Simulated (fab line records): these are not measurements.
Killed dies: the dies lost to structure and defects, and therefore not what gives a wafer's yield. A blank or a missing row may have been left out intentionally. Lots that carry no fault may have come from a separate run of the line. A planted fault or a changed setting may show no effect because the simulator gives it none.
Matching of chambers / flow gf180mcu / GF_SAB_ETCH_11 on rie_diel-04 has 4 sister chambers
The step etches SiO2 in C4F8/O2/Ar, target depth 55 nm, time 8.5 s. 8 wafers are shown with their chamber, then 8 later ones without.

## WAFERS PAIRED WITH THEIR CHAMBERS
wafer=L077.4; chamber=0; oes_product_au (a.u.)=1.022; bias_w (W)=1196
wafer=L077.6; chamber=2; oes_product_au (a.u.)=0.992; bias_w (W)=1199
wafer=L083.1; chamber=2; oes_product_au (a.u.)=0.986; bias_w (W)=1200
wafer=L083.6; chamber=1; oes_product_au (a.u.)=1.009; bias_w (W)=1196
wafer=L084.1; chamber=3; oes_product_au (a.u.)=1.008; bias_w (W)=1203
wafer=L084.2; chamber=1; oes_product_au (a.u.)=1.022; bias_w (W)=1201
wafer=L084.4; chamber=0; oes_product_au (a.u.)=1.008; bias_w (W)=1198
wafer=L089.2; chamber=3; oes_product_au (a.u.)=0.995; bias_w (W)=1210

## WAFERS WHOSE CHAMBER IS MISSING
wafer=L089.3; oes_product_au (a.u.)=1.000; bias_w (W)=1198
wafer=L089.4; oes_product_au (a.u.)=1.004; bias_w (W)=1200
wafer=L091.2; oes_product_au (a.u.)=0.988; bias_w (W)=1198
wafer=L091.4; oes_product_au (a.u.)=1.002; bias_w (W)=1200
wafer=L091.6; oes_product_au (a.u.)=0.995; bias_w (W)=1202
wafer=L095.4; oes_product_au (a.u.)=1.006; bias_w (W)=1205
wafer=L095.5; oes_product_au (a.u.)=0.994; bias_w (W)=1207
wafer=L095.6; oes_product_au (a.u.)=0.990; bias_w (W)=1193

## WHICH CHAMBER EACH ONE RAN IN
wafer=L089.3; from the rows above=can't be placed: 2 or 0 or 1 or 3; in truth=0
wafer=L089.4; from the rows above=can't be placed: 1 or 0 or 2 or 3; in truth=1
wafer=L091.2; from the rows above=2; in truth=2
wafer=L091.4; from the rows above=can't be placed: 2 or 1 or 0 or 3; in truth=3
wafer=L091.6; from the rows above=can't be placed: 2 or 3 or 1 or 0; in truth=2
wafer=L095.4; from the rows above=can't be placed: 3 or 1 or 2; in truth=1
wafer=L095.5; from the rows above=can't be placed: 3 or 2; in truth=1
wafer=L095.6; from the rows above=can't be placed: 2 or 0 or 1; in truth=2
1 of 8 placed correctly. Unplaceable from these rows: 7, with the true chamber sitting among the candidates in 6. Wrongly placed: 0.
How it was worked out, from the rows above alone: a wafer's distance from a chamber is the root of the sum, over the readings, of the square of ((its reading less the chamber's mean) divided by the reading's scatter). The wafer belongs to the nearest chamber; if the next one is less than 2 further off, it can't be placed. For every chamber, the mean is computed from those of its wafers that are shown. The scatter: the root of (the sum of the squares of (reading less its chamber's mean) over the shown wafers, divided by (wafers less chambers)).
